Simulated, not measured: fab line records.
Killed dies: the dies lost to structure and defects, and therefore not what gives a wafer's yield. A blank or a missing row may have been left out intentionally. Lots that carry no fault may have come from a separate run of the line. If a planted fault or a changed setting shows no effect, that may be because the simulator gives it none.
Which tool did it?	flow sky130	33 wafers from 11 lots sampled at 3 of the route's 708 steps

== WHAT THE GAUGES READ, wafer by wafer ==
SKY_SD_P_TW_MEAS_11.
lot	measured	on	SD_P_TW
L569	day 25 17:43	film_metro-01	2800 2827 2813
L570	day 26 06:29	film_metro-02	2848 2867 2847
L571	day 26 19:17	film_metro-02	2856 2845 2844
L578	day 29 00:17	film_metro-02	2829 2865 2840
L579	day 29 04:14	film_metro-02	2854 2867 2843
L580	day 29 13:02	film_metro-04	2859 2855 2859
L582	day 30 02:22	film_metro-04	2855 2852 2828
L581	day 30 06:39	film_metro-02	2862 2849 2847
L588	day 32 08:02	film_metro-02	2656 2664 2658
L590	day 32 13:54	film_metro-02	2661 2653 2668
L592	day 33 09:00	film_metro-02	2835 2837 2854

== WHICH TOOL RAN EACH LOT (tool, then ch and the chambers of the sampled wafers, then the start) ==
lot	SKY_SD_P_IMPLANT_09	SKY_SD_P_STRIP_10
L569	implanter-04 ch 0, day 25 17:28	plasma_asher-04 ch 1, day 25 17:37
L570	implanter-04 ch 0, day 26 06:14	plasma_asher-02 ch 0,1, day 26 06:23
L571	implanter-01 ch 0, day 26 19:02	plasma_asher-01 ch 0,1, day 26 19:11
L578	implanter-01 ch 0, day 29 00:03	plasma_asher-01 ch 0,1, day 29 00:10
L579	implanter-04 ch 0, day 29 03:59	plasma_asher-01 ch 0,1, day 29 04:08
L580	implanter-01 ch 0, day 29 12:47	plasma_asher-02 ch 0,1, day 29 12:56
L582	implanter-04 ch 0, day 30 01:58	plasma_asher-01 ch 0,1, day 30 02:16
L581	implanter-01 ch 0, day 30 06:25	plasma_asher-01 ch 0,1, day 30 06:32
L588	implanter-04 ch 0, day 32 07:49	plasma_asher-02 ch 0,1, day 32 07:57
L590	implanter-04 ch 0, day 32 13:40	plasma_asher-04 ch 1, day 32 13:47
L592	implanter-01 ch 0, day 33 08:47	plasma_asher-02 ch 0,1, day 33 08:54
- SKY_SD_P_IMPLANT_09
- SKY_SD_P_STRIP_10: strips in O2/N2.

== THE ANSWER, worked out from the rows above alone ==
Rule: what is usual is taken from the lots themselves. The widest of any qualifying gaps counts: lots, ordered by their means at a reading, are off when they make up no more than a third of the lots, leave a main group of 4 or more, and stand apart from it by 3 or more times the standard deviation of that group's means. A main group whose means are all the same, to the digits that the tables above print for the reading, isn't used. A lot without any number at a reading at which 4 lots or more have one is off too. All remaining lots with rows at the step are treated as sound.
Off: at SKY_SD_P_TW_MEAS_11 (SD_P_TW), L588, L590. Main group: mean 2846, sd 13.
A tool fits if, at a process step before that reading, it ran every lot that is off, and no sound lot after the first of them. Gauges at SKY_SD_P_TW_MEAS_11: tried the same way as those tools. One fits: implanter-04 at SKY_SD_P_IMPLANT_09. Its last sound lot is L582 (day 30 01:58), its first lot that is off L588 (day 32 07:49): a fault that began between those two fits.

== WHAT THE SIMULATOR PUT IN ==
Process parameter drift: implanter-04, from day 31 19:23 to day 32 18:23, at SKY_SD_P_IMPLANT_09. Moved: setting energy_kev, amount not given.
Lots struck among those shown: L588, L590. Same finding as the rule above.
